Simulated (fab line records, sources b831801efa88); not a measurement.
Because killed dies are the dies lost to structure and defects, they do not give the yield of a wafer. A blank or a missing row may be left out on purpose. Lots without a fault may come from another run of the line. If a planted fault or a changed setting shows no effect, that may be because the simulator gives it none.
Which of the tools did it? || flow gf180mcu || 11 lots, 33 wafers sampled, at 4 steps of a route of 602

## WHAT EACH GAUGE READ, for each wafer
GF_TOP_METAL_RS_MEAS_05: uses a four-point probe to measure.
{"lot": "L394", "measured": "day 27 17:53", "on": "film metro-03", "TOP_METAL_ALCU_RS (ohm/sq)": "0.0328 0.0331 0.0332"}
{"lot": "L396", "measured": "day 28 13:09", "on": "film metro-04", "TOP_METAL_ALCU_RS (ohm/sq)": "0.0329 0.0328 0.0324"}
{"lot": "L397", "measured": "day 28 19:16", "on": "film metro-02", "TOP_METAL_ALCU_RS (ohm/sq)": "0.0326 0.0331 0.0324"}
{"lot": "L398", "measured": "day 29 03:35", "on": "film metro-03", "TOP_METAL_ALCU_RS (ohm/sq)": "0.0321 0.0325 0.0325"}
{"lot": "L401", "measured": "day 29 20:16", "on": "film metro-04", "TOP_METAL_ALCU_RS (ohm/sq)": "0.0325 0.0327 0.0324"}
{"lot": "L403", "measured": "day 30 14:10", "on": "film metro-03", "TOP_METAL_ALCU_RS (ohm/sq)": "0.0331 0.0328 0.0324"}
{"lot": "L404", "measured": "day 30 21:44", "on": "film metro-02", "TOP_METAL_ALCU_RS (ohm/sq)": "0.0323 0.0325 0.0328"}
{"lot": "L407", "measured": "day 31 19:26", "on": "film metro-02", "TOP_METAL_ALCU_RS (ohm/sq)": "0.0321 0.0210 0.0320"}
{"lot": "L408", "measured": "day 31 22:20", "on": "film metro-03", "TOP_METAL_ALCU_RS (ohm/sq)": "0.0331 0.0328 0.0329"}
{"lot": "L410", "measured": "day 32 12:23", "on": "film metro-04", "TOP_METAL_ALCU_RS (ohm/sq)": "0.0328 0.0326 0.0328"}
{"lot": "L412", "measured": "day 32 18:46", "on": "film metro-02", "TOP_METAL_ALCU_RS (ohm/sq)": "0.0324 0.0328 0.0327"}

## WHAT TOOL EACH LOT RAN ON (gives the tool, then ch and the chambers of the sampled wafers, and finally the start)
{"lot": "L394", "GF_M5_STRIP_11": "plasma asher-02 ch 0,1, day 26 18:34", "GF_V5_CVD_02": "pecvd-01 ch 0,1, day 26 19:13", "GF_TOP_METAL_SPUTTER_02": "pvd sputter-02, day 27 17:47"}
{"lot": "L396", "GF_M5_STRIP_11": "plasma asher-02 ch 0,1, day 27 14:28", "GF_V5_CVD_02": "pecvd-03 ch 0,2, day 27 15:04", "GF_TOP_METAL_SPUTTER_02": "pvd sputter-04, day 28 13:01"}
{"lot": "L397", "GF_M5_STRIP_11": "plasma asher-03 ch 0,1, day 27 20:23", "GF_V5_CVD_02": "pecvd-01 ch 0,2, day 27 21:04", "GF_TOP_METAL_SPUTTER_02": "pvd sputter-04, day 28 19:11"}
{"lot": "L398", "GF_M5_STRIP_11": "plasma asher-03 ch 1, day 28 05:16", "GF_V5_CVD_02": "pecvd-03 ch 1,2, day 28 05:55", "GF_TOP_METAL_SPUTTER_02": "pvd sputter-04, day 29 03:29"}
{"lot": "L401", "GF_M5_STRIP_11": "plasma asher-02 ch 0,1, day 28 23:22", "GF_V5_CVD_02": "pecvd-02 ch 0,1,2, day 29 00:02", "GF_TOP_METAL_SPUTTER_02": "pvd sputter-03, day 29 20:11"}
{"lot": "L403", "GF_M5_STRIP_11": "plasma asher-04 ch 0,1, day 29 17:07", "GF_V5_CVD_02": "pecvd-02 ch 0,1,2, day 29 17:46", "GF_TOP_METAL_SPUTTER_02": "pvd sputter-02, day 30 14:04"}
{"lot": "L404", "GF_M5_STRIP_11": "plasma asher-04 ch 0,1, day 30 01:34", "GF_V5_CVD_02": "pecvd-02 ch 0,1,2, day 30 02:13", "GF_TOP_METAL_SPUTTER_02": "pvd sputter-04, day 30 21:37"}
{"lot": "L407", "GF_M5_STRIP_11": "plasma asher-02 ch 0,1, day 30 23:06", "GF_V5_CVD_02": "pecvd-02 ch 0,1,2, day 30 23:46", "GF_TOP_METAL_SPUTTER_02": "pvd sputter-04, day 31 19:17"}
{"lot": "L408", "GF_M5_STRIP_11": "plasma asher-02 ch 0,1, day 31 01:35", "GF_V5_CVD_02": "pecvd-03 ch 0,1, day 31 02:34", "GF_TOP_METAL_SPUTTER_02": "pvd sputter-03, day 31 22:14"}
{"lot": "L410", "GF_M5_STRIP_11": "plasma asher-03 ch 0,1, day 31 16:28", "GF_V5_CVD_02": "pecvd-02 ch 0,1, day 31 17:14", "GF_TOP_METAL_SPUTTER_02": "pvd sputter-02, day 32 12:17"}
{"lot": "L412", "GF_M5_STRIP_11": "plasma asher-02 ch 0,1, day 31 23:23", "GF_V5_CVD_02": "pecvd-02 ch 0,1,2, day 32 00:03", "GF_TOP_METAL_SPUTTER_02": "pvd sputter-03, day 32 18:39"}
- GF_M5_STRIP_11: strips in O2/N2.
- GF_V5_CVD_02: deposits SiO2 from TEOS, target thk 1450 nm, time 163.28 s.
- GF_TOP_METAL_SPUTTER_02: material AlCu, target thk 900 nm, time 47.82 s.

## THE ANSWER, worked out from the rows above alone
Rule: what is usual is taken from the lots themselves. Put in order of their means at a reading, lots are off if they are a third of the lots or fewer, leave a main group of 4 or more, and stand apart from it by a gap of 3 or more times the standard deviation of the main group's means; of several such gaps the widest counts. A main group whose means are all the same, to the digits that the tables above print for the reading, isn't used. A lot without any number at a reading at which 4 lots or more have one is off too. Any other lot the step has rows for is counted as sound.
Off: L407, at GF_TOP_METAL_RS_MEAS_05 (TOP_METAL_ALCU_RS). Mean 0.0327 ohm/sq and standard deviation 0.00018 in the main group.
If a tool, at a process step before that reading, ran all the lots that are off and no sound lot after the first of them, it fits. The gauges at GF_TOP_METAL_RS_MEAS_05 are tried like those tools. One fits: pvd sputter-04 at GF_TOP_METAL_SPUTTER_02. A fault onset in the window from L404 (day 30 21:37, its last sound lot) to L407 (day 31 19:17, its first lot off) fits.

## WHAT WAS PUT IN BY THE SIMULATOR
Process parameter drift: pvd sputter-04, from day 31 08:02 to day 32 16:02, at GF_TOP_METAL_SPUTTER_02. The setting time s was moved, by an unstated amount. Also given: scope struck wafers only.
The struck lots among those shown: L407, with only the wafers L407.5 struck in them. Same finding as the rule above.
